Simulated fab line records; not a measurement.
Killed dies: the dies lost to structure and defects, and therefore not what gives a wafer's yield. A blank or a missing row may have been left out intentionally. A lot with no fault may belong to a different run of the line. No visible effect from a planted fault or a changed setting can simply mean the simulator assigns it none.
Which of the tools did it? / flow sky130 / 12 lots, 36 wafers sampled, at 5 steps of a route of 708

## WHAT THE GAUGES READ, wafer by wafer
SKY_FIELD_ISO_THK_MEAS_25.
lot=L214; measured=day 2 15:00; on=filmMetro-04; FIELD_ISO_CVD_24_THK (nm)=588 588 608
lot=L215; measured=day 2 20:02; on=filmMetro-02; FIELD_ISO_CVD_24_THK (nm)=597 582 581
lot=L217; measured=day 3 09:17; on=filmMetro-02; FIELD_ISO_CVD_24_THK (nm)=603 572 587
lot=L218; measured=day 3 10:28; on=filmMetro-04; FIELD_ISO_CVD_24_THK (nm)=598 602 593
lot=L219; measured=day 3 14:29; on=filmMetro-01; FIELD_ISO_CVD_24_THK (nm)=593 585 590
lot=L220; measured=day 3 19:57; on=filmMetro-04; FIELD_ISO_CVD_24_THK (nm)=599 598 601
lot=L223; measured=day 4 10:58; on=filmMetro-02; FIELD_ISO_CVD_24_THK (nm)=601 606 607
lot=L226; measured=day 5 05:28; on=filmMetro-04; FIELD_ISO_CVD_24_THK (nm)=599 601 605
lot=L228; measured=day 5 14:46; on=filmMetro-02; FIELD_ISO_CVD_24_THK (nm)=599 605 596
lot=L233; measured=day 6 14:55; on=filmMetro-04; FIELD_ISO_CVD_24_THK (nm)=589 583 584
lot=L234; measured=day 6 21:53; on=filmMetro-02; FIELD_ISO_CVD_24_THK (nm)=599 593 592
lot=L236; measured=day 7 10:13; on=filmMetro-02; FIELD_ISO_CVD_24_THK (nm)=598 598 590

SKY_POLY_CUT_OVL_MEAS_09.
lot=L214; measured=day 24 17:03; on=overlay-02; POLY_CUT_OVL (nm)=-11 -11 5
lot=L215; measured=day 25 01:56; on=overlay-02; POLY_CUT_OVL (nm)=4 -2 0
lot=L217; measured=day 26 04:35; on=overlay-01; POLY_CUT_OVL (nm)=-5 5 -5
lot=L218; measured=day 26 07:16; on=overlay-01; POLY_CUT_OVL (nm)=-12 -6 -4
lot=L219; measured=day 26 09:14; on=overlay-02; POLY_CUT_OVL (nm)=-1 -1 -2
lot=L220; measured=day 26 19:47; on=overlay-02; POLY_CUT_OVL (nm)=-9 1 -4
lot=L223; measured=day 27 17:17; on=overlay-02; POLY_CUT_OVL (nm)=2 0 6
lot=L226; measured=day 30 05:52; on=overlay-01; POLY_CUT_OVL (nm)=-4 -7 2
lot=L228; measured=day 30 05:35; on=overlay-01; POLY_CUT_OVL (nm)=-5 0 -1
lot=L233; measured=day 30 22:21; on=overlay-02; POLY_CUT_OVL (nm)=16 16 2
lot=L234; measured=day 31 07:32; on=overlay-01; POLY_CUT_OVL (nm)=8 6 -7
lot=L236; measured=day 32 04:52; on=overlay-01; POLY_CUT_OVL (nm)=0 -1 4

SKY_CONTACT_OVL_MEAS_15.
lot=L214; measured=day 32 00:55; on=overlay-01; CONTACT_OVL (nm)=-1 1 -6
lot=L215; measured=day 32 08:47; on=overlay-01; CONTACT_OVL (nm)=0 16 11
lot=L217; measured=day 33 07:22; on=overlay-01; CONTACT_OVL (nm)=0 8 5
lot=L218; measured=day 33 10:49; on=overlay-02; CONTACT_OVL (nm)=-2 -6 -6
lot=L219; measured=day 33 11:31; on=overlay-01; CONTACT_OVL (nm)=-8 -6 -10
lot=L220; measured=day 33 21:56; on=overlay-01; CONTACT_OVL (nm)=10 10 15
lot=L223; measured=day 34 20:51; on=overlay-01; CONTACT_OVL (nm)=-8 -11 -6
lot=L226; measured=day 37 04:16; on=overlay-02; CONTACT_OVL (nm)=1 -5 -6
lot=L228; measured=day 37 02:53; on=overlay-02; CONTACT_OVL (nm)=-3 -2 -1
lot=L233; measured=day 37 18:50; on=overlay-01; CONTACT_OVL (nm)=1 1 6
lot=L234; measured=day 38 09:08; on=overlay-01; CONTACT_OVL (nm)=0 -8 -12
lot=L236; measured=day 39 00:31; on=overlay-01; CONTACT_OVL (nm)=-7 -4 -4

## WHICH TOOL RAN EACH LOT (tool, then ch and the chambers of the sampled wafers, then the start)
lot=L214; SKY_POLY_GATE_IMPLANT_02=implanter-02 ch 0, day 15 14:31; SKY_RES_PROTECT_STRIP_07=plasmaAsher-03 ch 0,1, day 15 14:40
lot=L215; SKY_POLY_GATE_IMPLANT_02=implanter-01 ch 0, day 15 23:23; SKY_RES_PROTECT_STRIP_07=plasmaAsher-02 ch 0,1, day 15 23:32
lot=L217; SKY_POLY_GATE_IMPLANT_02=implanter-02 ch 0, day 16 22:14; SKY_RES_PROTECT_STRIP_07=plasmaAsher-04 ch 0,1, day 16 22:22
lot=L218; SKY_POLY_GATE_IMPLANT_02=implanter-04 ch 0, day 16 23:49; SKY_RES_PROTECT_STRIP_07=plasmaAsher-02 ch 0,1, day 16 23:56
lot=L219; SKY_POLY_GATE_IMPLANT_02=implanter-01 ch 0, day 17 05:10; SKY_RES_PROTECT_STRIP_07=plasmaAsher-03 ch 0,1, day 17 05:17
lot=L220; SKY_POLY_GATE_IMPLANT_02=implanter-04 ch 0, day 17 16:08; SKY_RES_PROTECT_STRIP_07=plasmaAsher-04 ch 0,1, day 17 16:16
lot=L223; SKY_POLY_GATE_IMPLANT_02=implanter-02 ch 0, day 18 16:47; SKY_RES_PROTECT_STRIP_07=plasmaAsher-04 ch 0,1, day 18 16:53
lot=L226; SKY_POLY_GATE_IMPLANT_02=implanter-04 ch 0, day 20 04:17; SKY_RES_PROTECT_STRIP_07=plasmaAsher-04 ch 0,1, day 20 04:26
lot=L228; SKY_POLY_GATE_IMPLANT_02=implanter-04 ch 0, day 20 16:05; SKY_RES_PROTECT_STRIP_07=plasmaAsher-04 ch 0,1, day 20 16:13
lot=L233; SKY_POLY_GATE_IMPLANT_02=implanter-01 ch 0, day 22 04:52; SKY_RES_PROTECT_STRIP_07=plasmaAsher-02 ch 0,1, day 22 04:59
lot=L234; SKY_POLY_GATE_IMPLANT_02=implanter-01 ch 0, day 22 13:20; SKY_RES_PROTECT_STRIP_07=plasmaAsher-02 ch 0,1, day 22 13:28
lot=L236; SKY_POLY_GATE_IMPLANT_02=implanter-02 ch 0, day 23 14:13; SKY_RES_PROTECT_STRIP_07=plasmaAsher-04 ch 0,1, day 23 14:22
- SKY_POLY_GATE_IMPLANT_02
- SKY_RES_PROTECT_STRIP_07: strips in O2/N2.

## WHAT THE TOOLS THEMSELVES READ (means of the sampled wafers that have a number; where no wafer has one, the mark that the record gives instead)
SKY_POLY_GATE_IMPLANT_02.
lot=L214; tool=implanter-02; beamOnS (s)=35.3; doseIonsCm2=7.7e+15; endStationPressureTorr (Torr)=1.12e-05
lot=L215; tool=implanter-01; beamOnS (s)=29.6; doseIonsCm2=7.7e+15; endStationPressureTorr (Torr)=1.24e-05
lot=L217; tool=implanter-02; beamOnS (s)=34.9; doseIonsCm2=7.7e+15; endStationPressureTorr (Torr)=1.03e-05
lot=L218; tool=implanter-04; beamOnS (s)=35.3; doseIonsCm2=7.7e+15; endStationPressureTorr (Torr)=1.10e-05
lot=L219; tool=implanter-01; beamOnS (s)=30.1; doseIonsCm2=7.7e+15; endStationPressureTorr (Torr)=1.30e-05
lot=L220; tool=implanter-04; beamOnS (s)=35.4; doseIonsCm2=7.7e+15; endStationPressureTorr (Torr)=1.09e-05
lot=L223; tool=implanter-02; beamOnS (s)=34.6; doseIonsCm2=7.7e+15; endStationPressureTorr (Torr)=1.12e-05
lot=L226; tool=implanter-04; beamOnS (s)=65.8; doseIonsCm2=1.4e+16; endStationPressureTorr (Torr)=8.50e-06
lot=L228; tool=implanter-04; beamOnS (s)=66.6; doseIonsCm2=1.4e+16; endStationPressureTorr (Torr)=8.97e-06
lot=L233; tool=implanter-01; beamOnS (s)=29.9; doseIonsCm2=7.7e+15; endStationPressureTorr (Torr)=1.23e-05
lot=L234; tool=implanter-01; beamOnS (s)=29.4; doseIonsCm2=7.7e+15; endStationPressureTorr (Torr)=1.30e-05
lot=L236; tool=implanter-02; beamOnS (s)=35.5; doseIonsCm2=7.7e+15; endStationPressureTorr (Torr)=1.00e-05

SKY_RES_PROTECT_STRIP_07.
lot=L214; tool=plasmaAsher-03; drypumpMotorCurrentA (A)=5.7; oesProductAu (a.u.)=0.518; stripTimeToEndpointS (s)=23.27
lot=L215; tool=plasmaAsher-02; drypumpMotorCurrentA (A)=6.1; oesProductAu (a.u.)=0.516; stripTimeToEndpointS (s)=23.30
lot=L217; tool=plasmaAsher-04; drypumpMotorCurrentA (A)=5.8; oesProductAu (a.u.)=0.521; stripTimeToEndpointS (s)=23.29
lot=L218; tool=plasmaAsher-02; drypumpMotorCurrentA (A)=6.4; oesProductAu (a.u.)=0.517; stripTimeToEndpointS (s)=23.32
lot=L219; tool=plasmaAsher-03; drypumpMotorCurrentA (A)=5.7; oesProductAu (a.u.)=0.517; stripTimeToEndpointS (s)=23.29
lot=L220; tool=plasmaAsher-04; drypumpMotorCurrentA (A)=5.8; oesProductAu (a.u.)=0.519; stripTimeToEndpointS (s)=23.24
lot=L223; tool=plasmaAsher-04; drypumpMotorCurrentA (A)=5.6; oesProductAu (a.u.)=0.523; stripTimeToEndpointS (s)=23.28
lot=L226; tool=plasmaAsher-04; drypumpMotorCurrentA (A)=5.6; oesProductAu (a.u.)=0.494; stripTimeToEndpointS (s)=25.02
lot=L228; tool=plasmaAsher-04; drypumpMotorCurrentA (A)=5.6; oesProductAu (a.u.)=0.496; stripTimeToEndpointS (s)=25.05
lot=L233; tool=plasmaAsher-02; drypumpMotorCurrentA (A)=6.4; oesProductAu (a.u.)=0.514; stripTimeToEndpointS (s)=23.28
lot=L234; tool=plasmaAsher-02; drypumpMotorCurrentA (A)=6.5; oesProductAu (a.u.)=0.517; stripTimeToEndpointS (s)=23.29
lot=L236; tool=plasmaAsher-04; drypumpMotorCurrentA (A)=5.8; oesProductAu (a.u.)=0.518; stripTimeToEndpointS (s)=23.32

## THE ANSWER, worked out from the rows above alone
Rule: what is usual is taken from the lots themselves. Put in order of their means at a reading, lots are off if they are a third of the lots or fewer, leave a main group of 4 or more, and stand apart from it by a gap of 3 or more times the standard deviation of the main group's means; of several such gaps the widest counts. The tables above print the reading to a certain number of digits; a main group whose means all agree to those digits is not used. A lot without any number at a reading at which 4 lots or more have one is off too. The other lots that the step has rows for count as sound. After the gauges, taken in route order, come the tools' own readings; for these a lot's mean is taken, as printed above. At the first step where some lot is off, the reading lying furthest off is the one used; lots without a number count as furthest.
Off at SKY_POLY_GATE_IMPLANT_02 (beamOnS): L226, L228. Mean 33.0 s and standard deviation 2.7 in the main group.
A tool fits if, at that step or a process step before it, it ran every lot that is off, and no sound lot after the first of them. One fits: SKY_POLY_GATE_IMPLANT_02 on implanter-04. A fault onset in the window from L220 (day 17 16:08, its last sound lot) to L226 (day 20 04:17, its first lot off) fits.
The tool's own readings at SKY_POLY_GATE_IMPLANT_02 bear it out: on the lots that are off they differ by more than 5 times the standard deviation of the sound lots' means. beamOnS reads 66.2 s there against 33.0 s on the sound lots; doseIonsCm2 reads 1.4e+16 there against 7.7e+15 on the sound lots.

## WHAT THE SIMULATOR PUT IN
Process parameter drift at SKY_POLY_GATE_IMPLANT_02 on implanter-04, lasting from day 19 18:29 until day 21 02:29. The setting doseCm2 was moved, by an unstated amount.
Lots struck among those shown: L226, L228. The rule given above showed the same thing.
